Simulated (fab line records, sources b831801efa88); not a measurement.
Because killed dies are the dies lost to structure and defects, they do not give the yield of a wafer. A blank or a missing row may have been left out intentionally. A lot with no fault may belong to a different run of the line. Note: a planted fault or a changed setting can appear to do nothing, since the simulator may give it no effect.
fab line records	flow sky130
[record] lots = 6	wafers = 18	last-day = 49
route steps=708 shown METAL5@671 PASSIVATION@681 PAD_OPEN@694
lots that met no fault: taken from a fault-free run of the same line
start-h: hours from the record's opening day to when the first of the lot's shown wafers began	wait-h: hours elapsed since this lot's preceding step	" the same as in the row above	L1.1+2: a row that stands for several wafers	- either no value or no given start	* or withheld: withheld	< > ~ a bound
route shown NAME@n: a module of which the file shows steps, and the number in the route of the first	usual: the fault-free wafers' mean and standard deviation	same: alike in all rows	chamber/n: place in a boat	sites: per-site readings	_std_site: standard deviation of those values	_edge_site: outer sites' mean less inner sites'	radius-mm: for every site, how far away it sits from the centre of the wafer	mask NAME#n: copy n	behind: tool/chamber where the wafer was last shaped	hold: why the lot was held/for how many hours/how that ended	device: whichever transistor did not switch (one of n, p or np)	end of line: the tests these same wafers got at the end of their route	step lacking rows: just its recipe	killed: at the first sort, the dies lost to defects and structure; wafer yield is something else	map: a wafer's dies, marking killed ones x, the rest . and places with no die _
set.NAME: the setting as run; set.NAME@STEP: as run at that earlier step	model.NAME: the simulator's own value behind a step, which no gauge read
certain route steps with their lots: each step a table, each wafer a row
services: when a tool's chamber went out of use (start-h, in hours from the record's first day, below 0 if earlier), for how many hours, and the reason
[[steps]]
[step SKY_METAL5_SOFTBAKE_10]
[recipe] temp-c = 90	time-s = 60	resist = NOVOLAK
[step SKY_METAL5_EXPOSE_11]
[recipe] mask-id = MM5	na = 0.6	source-shape = conventional	sigma-outer = 0.6	polarization = unpolarized	target-cd-nm = 1600	dose-mj = 190
[step SKY_METAL5_PEB_12]
[recipe] temp-c = withheld	time-s = *	resist = NOVOLAK
[step SKY_METAL5_DEVELOP_13]
[recipe] resist = NOVOLAK	developer = TMAH	develop-time-s = 60	dev-temp-c = 23
[step SKY_METAL5_DESCUM_14]
[recipe] chemistry = O2	source-power-w = 150	bias-power-w = 0	pressure-mtorr = 10	temp-c = 40	time-s = 11
[usual] drypump-motor-current-A = 5.6/0.47	oes-product-au = 1.000/0.015
[same] bias-power-w = 0
lot.wafer	tool	chamber	start-h	wait-h	drypump-motor-current-A	oes-product-au	rf-hours-counter-h
L377.1	rie-metal-03	1	1060.01	0.1	5.4	1.036	15
L377.4	"	1	"	"	5.4	1.032	-
L377.6	"	1	"	"	5.4	1.034	-
L380.1	rie-metal-03	0	1075.93	0.1	4.9	0.997	10
L380.4	"	1	"	"	5.4	1.023	-
L380.6	"	0	"	"	4.9	1.003	-
L386.1	rie-metal-04	0	1108.68	0.1	6.5	0.998	9
L386.3	"	0	"	"	6.5	1.009	-
L386.4	"	1	"	"	6.0	1.003	-
L387.1	rie-metal-03	0	1112.90	0.1	4.9	1.003	13
L387.2	"	1	"	"	5.4	1.019	19
L387.6	"	1	"	"	5.4	1.025	-
L393.1	rie-metal-04	0	1144.01	0.1	6.5	1.001	12
L393.2	"	1	"	"	6.0	1.005	25
L393.3	"	1	"	"	6.0	0.994	-
L394.1	rie-metal-03	0	1147.36	0.1	4.9	0.987	16
L394.4	"	1	"	"	5.4	1.011	-
L394.5	"	0	"	"	4.9	1.002	-
[step SKY_METAL5_METAL_ETCH_15]
[recipe] target-depth-a = 12600	stop-on = SiO2	over-etch-frac = 0.2	time-s = 252	chemistry = Cl2/BCl3	resist-sidewall-deg = 86	pressure-mtorr = 10	icp-w = 900	bias-w = 48.5	Cl2_flow_sccm = 60	bcl3-flow-sccm = 30
[usual] drypump-motor-current-A = 5.6/0.47	oes-product-au = 0.894/0.005	throttle-valve-pct = 22.265/0.0098
lot.wafer	tool	chamber	start-h	wait-h	drypump-motor-current-A	oes-product-au	rf-hours-counter-h	throttle-valve-pct
L377.1	rie-metal-03	1	1060.06	0.0	5.4	0.894	15	22.255
L377.4	"	1	"	"	5.4	0.909	-	22.268
L377.6	"	1	"	"	5.4	0.893	-	22.263
L380.1	rie-metal-03	0	1075.96	0.0	4.9	0.904	10	22.253
L380.4	"	1	"	"	5.4	0.885	-	22.267
L380.6	"	0	"	"	4.9	0.891	-	22.269
L386.1	rie-metal-04	0	1108.71	0.0	6.5	0.896	9	22.290
L386.3	"	0	"	"	6.5	0.892	-	22.272
L386.4	"	1	"	"	6.0	0.898	-	22.266
L387.1	rie-metal-03	0	1112.93	0.0	4.9	0.890	13	22.269
L387.2	"	1	"	"	5.4	0.889	19	22.286
L387.6	"	1	"	"	5.4	0.901	-	22.266
L393.1	rie-metal-04	0	1144.05	0.0	6.5	0.893	12	22.254
L393.2	"	1	"	"	6.0	0.892	25	22.277
L393.3	"	1	"	"	6.0	0.885	-	22.280
L394.1	rie-metal-03	0	1147.40	0.0	4.9	0.894	17	22.248
L394.4	"	1	"	"	5.4	0.891	-	22.275
L394.5	"	0	"	"	4.9	0.892	-	22.265
[step SKY_METAL5_STRIP_16]
[recipe] chemistry = O2/N2	power-w = 1400	pressure-mtorr = 1500	platen-temp-c = withheld	o2-flow-sccm = 3000	n2-flow-sccm = 300	overash-fraction = 0.5
[usual] drypump-motor-current-A = 5.5/0.36	oes-product-au = 0.711/0.0045	strip-time-to-endpoint-s = 13.04/0.2
lot.wafer	tool	chamber	start-h	wait-h	drypump-motor-current-A	oes-product-au	rf-hours-counter-h	strip-time-to-endpoint-s
L377.1	plasma-asher-02	1	1060.37	0.2	5.9	0.715	64	12.75
L377.4	"	0	"	"	5.2	0.711	-	12.69
L377.6	"	1	"	"	5.9	0.724	-	12.69
L380.1	plasma-asher-02	0	1076.20	0.2	5.2	0.709	66	13.05
L380.4	"	0	"	"	5.2	0.713	-	12.63
L380.6	"	0	"	"	5.2	0.701	-	12.99
L386.1	plasma-asher-02	0	1108.95	0.2	5.2	0.711	69	13.04
L386.3	"	1	"	"	5.9	0.710	-	13.03
L386.4	"	0	"	"	5.2	0.708	-	13.08
L387.1	plasma-asher-02	0	1113.16	0.2	5.2	0.714	70	12.96
L387.2	"	1	"	"	5.9	0.717	70	12.68
L387.6	"	0	"	"	5.2	0.715	-	12.75
L393.1	plasma-asher-01	1	1144.28	0.2	5.3	0.704	38	12.94
L393.2	"	0	"	"	5.4	0.703	38	12.92
L393.3	"	1	"	"	5.3	0.710	-	12.99
L394.1	plasma-asher-01	1	1147.63	0.2	5.3	0.716	38	12.82
L394.4	"	0	"	"	5.5	0.717	-	12.78
L394.5	"	0	"	"	5.4	0.718	-	12.95
[step SKY_METAL5_STRIP_17]
[recipe] chemistry = post-etch-residue-remover	time-s = 1200	temp-c = 72.5
[step SKY_METAL5_CLEAN_18]
[recipe] chemistry = IPA	time-s = 180	temp-c = 25
[step SKY_METAL5_CLEAN_19]
[recipe] chemistry = O3/DIW	dry = n2-spin
[step SKY_PASSIVATION_CVD_00]
[recipe] material = SiO2	target-thk-nm = 90	temp-c = 400	time-s = withheld	rf-w = 600
[usual] heater-power-w = 708/75
lot.wafer	tool	chamber	start-h	wait-h	heater-power-w
L377.1	pecvd-03	2	1061.36	0.0	687
L377.4	"	0	"	"	577
L377.6	"	2	"	"	681
L380.1	pecvd-04	1	1076.79	0.0	715
L380.4	"	0	"	"	679
L380.6	"	1	"	"	744
L386.1	pecvd-01	2	1109.54	0.0	741
L386.3	"	0	"	"	787
L386.4	"	1	"	"	734
L387.1	pecvd-01	0	1113.76	0.0	709
L387.2	"	2	"	"	834
L387.6	"	1	"	"	813
L393.1	pecvd-04	1	1144.88	0.0	665
L393.2	"	0	"	"	760
L393.3	"	2	"	"	605
L394.1	pecvd-04	2	1148.27	0.0	586
L394.4	"	1	"	"	693
L394.5	"	0	"	"	657
[step SKY_PASSIVATION_THK_MEAS_01]
[recipe] reads = SiO2_of_PASSIVATION_CVD_00
[usual] PASSIVATION_CVD_00_THK = 90.1/1.1
lot.wafer	tool	chamber	start-h	wait-h	PASSIVATION_CVD_00_THK[nm]
L377.1	film-metro-01	-	1061.39	-	88.5
L377.4	"	-	"	"	91.2
L377.6	"	-	"	"	90.0
L380.1	film-metro-01	-	1076.81	-	89.9
L380.4	"	-	"	"	89.6
L380.6	"	-	"	"	90.2
L386.1	film-metro-02	-	1109.56	-	88.3
L386.3	"	-	"	"	88.4
L386.4	"	-	"	"	91.3
L387.1	film-metro-02	-	1113.78	-	88.6
L387.2	"	-	"	"	90.1
L387.6	"	-	"	"	91.9
L393.1	film-metro-02	-	1144.90	-	89.6
L393.2	"	-	"	"	89.3
L393.3	"	-	"	"	89.3
L394.1	film-metro-02	-	1148.29	-	89.6
L394.4	"	-	"	"	92.0
L394.5	"	-	"	"	91.8
[step SKY_PASSIVATION_CVD_02]
[recipe] material = Si3N4	target-thk-nm = 540	temp-c = 400	time-s = withheld	rf-w = 450
[usual] heater-power-w = 746/85
lot.wafer	tool	chamber	start-h	wait-h	heater-power-w	model.Si3N4_of_PASSIVATION_CVD_02.thk-nm
L377.1	pecvd-04	0	1061.45	0.1	778	545.7
L377.4	"	2	"	"	651	546.8
L377.6	"	0	"	"	819	550
L380.1	pecvd-01	2	1076.87	0.1	793	541.9
L380.4	"	0	"	"	858	554.7
L380.6	"	2	"	"	841	553.2
L386.1	pecvd-04	2	1109.62	0.1	719	413.4
L386.3	"	1	"	"	691	412.3
L386.4	"	0	"	"	826	420.2
L387.1	pecvd-04	1	1113.84	0.1	777	416
L387.2	"	0	"	"	848	415.6
L387.6	"	1	"	"	782	416.6
L393.1	pecvd-01	1	1144.96	0.1	801	538.8
L393.2	"	2	"	"	779	543.9
L393.3	"	1	"	"	820	553.8
L394.1	pecvd-01	2	1148.35	0.1	795	543.7
L394.4	"	2	"	"	842	548.2
L394.5	"	2	"	"	841	548.2
[step SKY_PASSIVATION_THK_MEAS_03]
[recipe] reads = Si3N4_of_PASSIVATION_CVD_02
[usual] PASSIVATION_CVD_02_THK = 541/7.8
lot.wafer	tool	chamber	start-h	wait-h	PASSIVATION_CVD_02_THK[nm]
L377.1	film-metro-03	-	1061.68	-	546
L377.4	"	-	"	"	546
L377.6	"	-	"	"	550
L380.1	film-metro-02	-	1077.21	-	542
L380.4	"	-	"	"	555
L380.6	"	-	"	"	553
L386.1	film-metro-01	-	1109.85	-	414
L386.3	"	-	"	"	412
L386.4	"	-	"	"	420
L387.1	film-metro-03	-	1114.07	-	416
L387.2	"	-	"	"	416
L387.6	"	-	"	"	416
L393.1	film-metro-02	-	1145.29	-	538
L393.2	"	-	"	"	544
L393.3	"	-	"	"	554
L394.1	film-metro-03	-	1148.69	-	544
L394.4	"	-	"	"	548
L394.5	"	-	"	"	548
[step SKY_PASSIVATION_DEHYDRATE_04]
[recipe] temp-c = 200	time-s = 60
[step SKY_PASSIVATION_HMDS_05]
[recipe] prime-time-s = 60	prime-temp-c = 120
[step SKY_PASSIVATION_COAT_06]
[recipe] spin-rpm = 2000	resist-thk-nm = 3000
[step SKY_PASSIVATION_SOFTBAKE_07]
[recipe] temp-c = 110	time-s = withheld
[step SKY_PASSIVATION_EXPOSE_08]
[recipe] mask-id = NSM	target-cd-nm = 3000	na = 0.57	dose-mj = 260
[step SKY_PASSIVATION_PEB_09]
[recipe] temp-c = 115	time-s = withheld
[step SKY_PASSIVATION_DEVELOP_10]
[recipe] develop-time-s = 60	dev-temp-c = 23
[step SKY_PASSIVATION_ETCH_11]
[recipe] chemistry = CF4/O2	target-depth-nm = 725	stop-on = AlCu	source-w = 800	bias-w = 150	pressure-mtorr = 150	cf4-flow-sccm = 80	O2_flow_sccm = 10	time-s = 161.1
[usual] O2_flow_sccm = 10.00/0.03	drypump-motor-current-A = 5.9/0.43	oes-product-au = 0.977/0.0082	throttle-valve-pct = 5.966/0.0093
lot.wafer	tool	chamber	start-h	wait-h	O2_flow_sccm	drypump-motor-current-A	oes-product-au	rf-hours-counter-h	throttle-valve-pct	model.etch.depth-nm	model.PASSIVATION.feature-depth-nm
L377.1	rie-diel-03	1	1082.34	-	9.99	5.7	0.974	15	5.984	708.9	708.9
L377.4	"	3	"	"	9.98	6.2	0.992	-	5.971	713.9	713.9
L377.6	"	0	"	"	10.03	5.3	0.990	-	5.975	714.9	714.9
L380.1	rie-diel-03	2	1098.16	-	9.96	6.2	0.980	14	5.958	706.8	706.8
L380.4	"	0	"	"	10.05	5.3	0.984	1	5.968	719.4	719.4
L380.6	"	0	"	"	10.01	5.3	0.993	-	5.983	717.7	717.7
L386.1	rie-diel-03	1	1128.84	-	10.00	5.7	0.866	16	5.932	575.9	575.9
L386.3	"	0	"	"	9.99	5.3	0.876	2	5.925	575.9	575.9
L386.4	"	3	"	"	9.94	6.2	0.880	18	5.953	586.7	586.7
L387.1	rie-diel-04	0	1133.76	-	10.01	5.8	0.871	22	5.938	578.9	578.9
L387.2	"	2	"	"	10.09	6.2	0.871	12	5.925	581.1	581.1
L387.6	"	2	"	"	10.00	6.2	0.871	-	5.926	582.9	582.9
L393.1	rie-diel-01	0	1163.08	-	9.96	6.6	0.980	27	5.959	703.3	703.3
L393.2	"	1	"	"	9.99	6.0	0.982	9	5.974	708.5	708.5
L393.3	"	2	"	"	9.99	6.2	0.988	28	5.974	718.5	718.5
L394.1	rie-diel-04	0	1166.23	-	9.97	5.8	0.979	23	5.974	708	708
L394.4	"	1	"	"	10.00	5.2	0.983	20	5.990	715.3	715.3
L394.5	"	1	"	"	10.00	5.2	0.983	-	5.968	714.5	714.5
[step SKY_PASSIVATION_STRIP_12]
[recipe] chemistry = O2/N2	power-w = 1400	pressure-mtorr = 1500	platen-temp-c = withheld	overash-fraction = 0.7	o2-flow-sccm = 3000	n2-flow-sccm = 300
[step SKY_PAD_OPEN_DEHYDRATE_00]
[recipe] temp-c = 200	time-s = 60
[step SKY_PAD_OPEN_HMDS_01]
[recipe] prime-time-s = 60	prime-temp-c = 120
[step SKY_PAD_OPEN_COAT_02]
[recipe] spin-rpm = 2000	resist-thk-nm = 3000
[step SKY_PAD_OPEN_SOFTBAKE_03]
[recipe] temp-c = 110	time-s = withheld
[step SKY_PAD_OPEN_EXPOSE_04]
[recipe] mask-id = PDM	target-cd-nm = 60000	na = 0.57	dose-mj = 260
[step SKY_PAD_OPEN_PEB_05]
[recipe] temp-c = 115	time-s = withheld
[step SKY_PAD_OPEN_DEVELOP_06]
[recipe] develop-time-s = 60	dev-temp-c = 23
[step SKY_PAD_OPEN_ETCH_07]
[recipe] chemistry = CF4/O2	target-depth-nm = 725	stop-on = AlCu	source-w = 800	bias-w = 150	pressure-mtorr = 150	cf4-flow-sccm = 80	O2_flow_sccm = 10	time-s = 161.1
[usual] O2_flow_sccm = 10.00/0.03	drypump-motor-current-A = 5.8/0.46	oes-product-au = 0.978/0.0071	throttle-valve-pct = 5.965/0.0093
lot.wafer	tool	chamber	start-h	wait-h	O2_flow_sccm	drypump-motor-current-A	oes-product-au	rf-hours-counter-h	throttle-valve-pct	model.etch.depth-nm	model.PAD_OPEN.feature-depth-nm
L377.1	rie-diel-02	3	1102.73	-	9.97	5.8	0.974	7	5.976	708.9	708.9
L377.4	"	2	"	"	10.00	5.5	0.983	21	5.979	713.9	713.9
L377.6	"	2	"	"	9.97	5.6	0.990	-	5.975	714.9	714.9
L380.1	rie-diel-02	2	1118.53	-	10.08	5.6	0.980	21	5.977	706.8	706.8
L380.4	"	1	"	"	10.02	5.7	0.984	19	5.956	719.4	719.4
L380.6	"	1	"	"	10.02	5.6	0.990	-	5.967	717.7	717.7
L386.1	rie-diel-04	1	1148.13	-	9.99	5.1	0.871	19	5.942	575.9	575.9
L386.3	"	0	"	"	10.02	5.8	0.878	23	5.933	575.9	575.9
L386.4	"	2	"	"	10.04	6.2	0.880	12	5.920	586.7	586.7
L387.1	rie-diel-01	3	1152.28	-	9.97	5.1	0.873	31	5.943	578.9	578.9
L387.2	"	0	"	"	9.98	6.7	0.871	26	5.941	581.1	581.1
L387.6	"	0	"	"	9.98	6.7	0.878	-	5.933	582.9	582.9
L393.1	rie-diel-01	3	1180.00	-	9.96	5.1	0.978	32	5.956	703.3	703.3
L393.2	"	0	"	"	10.00	6.7	0.977	28	5.957	708.5	708.5
L393.3	"	2	"	"	9.98	6.1	0.988	29	5.959	718.5	718.5
L394.1	rie-diel-04	0	1182.75	-	9.97	5.8	0.979	23	5.968	708	708
L394.4	"	0	"	"	10.00	5.8	0.984	-	5.976	715.3	715.3
L394.5	"	2	"	"	10.00	6.3	0.983	-	5.962	714.5	714.5
[step SKY_PAD_OPEN_STRIP_08]
[recipe] chemistry = O2/N2	power-w = 1400	pressure-mtorr = 1500	platen-temp-c = withheld	overash-fraction = 0.7	o2-flow-sccm = 3000	n2-flow-sccm = 300
[usual] drypump-motor-current-A = 5.4/0.41	oes-product-au = 0.663/0.0039
lot.wafer	tool	chamber	start-h	wait-h	drypump-motor-current-A	oes-product-au	rf-hours-counter-h
L377.1	plasma-asher-03	0	1102.83	0.1	5.3	0.667	4
L377.4	"	1	"	"	6.2	0.661	-
L377.6	"	0	"	"	5.2	0.667	-
L380.1	plasma-asher-04	1	1118.63	0.1	4.9	0.662	101
L380.4	"	0	"	"	5.5	0.658	-
L380.6	"	0	"	"	5.5	0.668	-
L386.1	plasma-asher-03	0	1148.23	0.1	5.3	0.663	8
L386.3	"	1	"	"	6.2	0.669	-
L386.4	"	0	"	"	5.3	0.663	-
L387.1	plasma-asher-01	1	1152.38	0.1	5.3	0.666	39
L387.2	"	0	"	"	5.4	0.664	39
L387.6	"	0	"	"	5.4	0.663	-
L393.1	plasma-asher-03	0	1180.10	0.1	5.3	0.657	11
L393.2	"	1	"	"	6.2	0.661	11
L393.3	"	0	"	"	5.3	0.654	-
L394.1	plasma-asher-01	1	1182.85	0.1	5.3	0.660	42
L394.4	"	1	"	"	5.3	0.662	-
L394.5	"	0	"	"	5.5	0.665	-
[step SKY_PAD_OPEN_STRIP_09]
[recipe] chemistry = post-etch-residue-remover	time-s = 1200	temp-c = 72.5
[usual] bath-guard-temp-C = 72.8/0.61
lot.wafer	tool	chamber	start-h	wait-h	bath-guard-temp-C	model.Si3N4_of_PASSIVATION_CVD_02.thk-nm
L377.1	wet-bench-03	2	1102.93	0.1	72.7	545.3
L377.4	"	2	"	"	72.6	546.5
L377.6	"	2	"	"	72.8	549.7
L380.1	wet-bench-04	1	1118.76	0.1	73.1	541.5
L380.4	"	1	"	"	73.3	554.3
L380.6	"	1	"	"	73.2	552.9
L386.1	wet-bench-02	2	1148.33	0.1	72.9	413
L386.3	"	2	"	"	73.0	412
L386.4	"	2	"	"	72.9	419.9
L387.1	wet-bench-02	1	1152.48	0.1	73.3	415.6
L387.2	"	1	"	"	73.2	415.2
L387.6	"	1	"	"	73.2	416.2
L393.1	wet-bench-04	1	1180.20	0.1	73.4	538.5
L393.2	"	1	"	"	73.0	543.6
L393.3	"	1	"	"	72.9	553.4
L394.1	wet-bench-04	2	1182.95	0.1	73.4	543.3
L394.4	"	2	"	"	72.9	547.8
L394.5	"	2	"	"	72.8	547.9
[step SKY_PAD_OPEN_CLEAN_10]
[recipe] chemistry = IPA	time-s = 180	temp-c = 25
[step SKY_PAD_OPEN_PROBE_99]
[usual] defect-limited-yield = 82.5/2.1	killed_at_M0_to_M3 = 44/7.3	killed_at_M4_up = 3.4/1.8	killed-at-contacts = 24/5.8	killed-at-front-end = 15/4.9	killed-at-other = 0.4/0.63	killed-dies = 86/11	killed-open = 47/8	killed-short = 39/6.5	sort_bin_3_pad_short = 0.9/0.38	sort_bin_5_function = 10.4/1.6	sort_bin_6_memory = 6.2/1.2	sort-n-pass = 406/11	sort-yield-pct = 82.5/2.1
[same] gross-dies = 492	killed-at-back-side = 0	sort_bin_4_leakage[%] = 0	sort_bin_8_speed[%] = 0
lot.wafer	tool	chamber	start-h	wait-h	defect-limited-yield[%]	killed_at_M0_to_M3	killed_at_M4_up	killed-at-contacts	killed-at-front-end	killed-at-other	killed-dies	killed-open	killed-short	sort_bin_3_pad_short[%]	sort_bin_5_function[%]	sort_bin_6_memory[%]	sort-n-pass	sort-yield-pct[%]
L380.1	prober-02	-	1120.91	0.1	86.6	33	3	25	5	0	66	41	24	1.0	6.7	5.7	426	86.6
L380.4	prober-02	-	1121.06	0.2	81.7	50	6	19	15	0	90	55	35	0.6	11.2	6.5	402	81.7
L380.6	prober-02	-	1121.16	0.2	85.0	35	6	26	7	0	74	30	44	1.4	8.7	4.9	418	85.0
L394.1	prober-01	-	1185.10	0.1	84.1	35	1	30	11	1	78	40	38	0.8	8.7	6.3	414	84.1
L394.4	prober-01	-	1185.25	0.2	81.1	46	3	24	20	0	93	44	48	0.8	12.0	6.1	399	81.1
L394.5	prober-01	-	1185.30	0.2	85.2	35	0	19	19	0	73	40	33	0.8	7.9	6.1	419	85.2
// killed by level:class
L380.1 VIA1:geometric-particle:open=12 LI_CONTACT:geometric-particle:open=10 VIA2:geometric-particle:open=7 CONTACT:geometric-particle:open=5 METAL2:geometric-particle:short=5 CONTACT:geometric-particle:short=4 LOCAL_INTERCONNECT:geometric-particle:short=3 POLY_GATE:geometric-particle:short=2
L380.4 VIA3:geometric-particle:open=9 VIA1:geometric-particle:open=8 VIA2:geometric-particle:open=8 CONTACT:geometric-particle:open=7 POLY_GATE:geometric-particle:open=5 LI_CONTACT:geometric-particle:open=5 METAL1:geometric-particle:open=5 VIA2:geometric-particle:short=4
L380.6 CONTACT:geometric-particle:open=8 METAL3:geometric-particle:short=6 CONTACT:geometric-particle:short=6 VIA2:geometric-particle:open=6 FIELD_ISO:geometric-particle:short=5 VIA1:geometric-particle:open=5 LOCAL_INTERCONNECT:geometric-particle:short=5 LI_CONTACT:geometric-particle:open=4
L394.1 CONTACT:geometric-particle:open=11 VIA1:geometric-particle:open=8 LOCAL_INTERCONNECT:geometric-particle:short=7 VIA3:geometric-particle:open=7 CONTACT:geometric-particle:short=6 LI_CONTACT:geometric-particle:open=5 METAL2:geometric-particle:short=4 FIELD_ISO:geometric-particle:open=3
L394.4 VIA2:geometric-particle:open=9 VIA1:geometric-particle:open=8 CONTACT:geometric-particle:short=7 FIELD_ISO:geometric-particle:short=6 FIELD_ISO:geometric-particle:open=5 LOCAL_INTERCONNECT:geometric-particle:short=5 LI_CONTACT:geometric-particle:open=5 VIA1:geometric-particle:short=5
L394.5 VIA1:geometric-particle:open=8 FIELD_ISO:geometric-particle:open=7 CONTACT:geometric-particle:open=7 VIA1:geometric-particle:short=7 LI_CONTACT:geometric-particle:open=6 FIELD_ISO:geometric-particle:short=4 VIA2:geometric-particle:open=4 POLY_GATE:geometric-particle:short=3
[[services]]
tool	chamber	start-h	hours	kind
wet-bench-03	-	1039.45	4.8	repair
rie-diel-02	-	1052.68	14.6	pm
plasma-asher-03	-	1055.25	9.0	pm
pecvd-03	-	1058.84	0.3	repair
rie-diel-04	-	1060.45	0.4	repair
rie-diel-03	2	1063.76	22.2	repair
rie-diel-01	0	1066.77	13.1	repair
pecvd-01	1	1069.38	10.3	repair
rie-diel-02	-	1073.14	0.4	repair
rie-diel-03	1	1074.69	2.7	repair
rie-diel-04	3	1081.50	2.5	repair
rie-diel-02	-	1088.77	0.8	repair
rie-metal-03	-	1099.29	8.6	repair
plasma-asher-03	-	1106.47	2.8	pm
pecvd-03	0	1115.68	4.3	repair
plasma-asher-03	-	1125.56	3.2	repair
pecvd-04	-	1133.20	0.8	repair
pecvd-04	0	1139.87	4.8	repair
plasma-asher-04	-	1144.52	2.8	repair
rie-diel-04	0	1152.18	12.2	repair
rie-diel-02	-	1152.26	2.8	pm
rie-metal-03	1	1154.25	22.8	repair
plasma-asher-02	-	1161.04	2.0	repair
rie-diel-01	-	1182.60	2.8	pm
[[key]]
[first-sign] step = SKY_PASSIVATION_THK_MEAS_03	reading = PASSIVATION_CVD_02_THK	direction = down	sigmas = 16	usual = 541	struck = 416
[effect] step = SKY_PASSIVATION_ETCH_11	reading = oes-product-au	direction = down	sigmas = 13	usual = 0.977	struck = 0.872
[effect] step = SKY_PAD_OPEN_ETCH_07	reading = oes-product-au	direction = down	sigmas = 15	usual = 0.978	struck = 0.875
[model-effect] step = SKY_PASSIVATION_CVD_02	value = Si3N4_of_PASSIVATION_CVD_02.thk-nm	without = 526.3	struck = 415.7
[model-effect] step = SKY_PASSIVATION_ETCH_11	value = etch.depth-nm	without = 690.9	struck = 580.2
[model-effect] step = SKY_PAD_OPEN_ETCH_07	value = etch.depth-nm	without = 690.9	struck = 580.2
[model-effect] step = SKY_PAD_OPEN_STRIP_09	value = Si3N4_of_PASSIVATION_CVD_02.thk-nm	without = 526	struck = 415.3
met-at SKY_PASSIVATION_CVD_02
struck-wafers L386.1,L386.3,L386.4,L387.1,L387.2,L387.6
onset-between 1061.45 1109.62
also-fits SKY_METAL5_STRIP_16:plasma-asher-02,SKY_PASSIVATION_CVD_00:pecvd-01
[fault] kind = process-parameter-drift	tool = pecvd-04	chamber = -	onset-h = 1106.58	steps = SKY_PASSIVATION_CVD_02	channel = time-s	offset = withheld	shape = step	acts-in = *
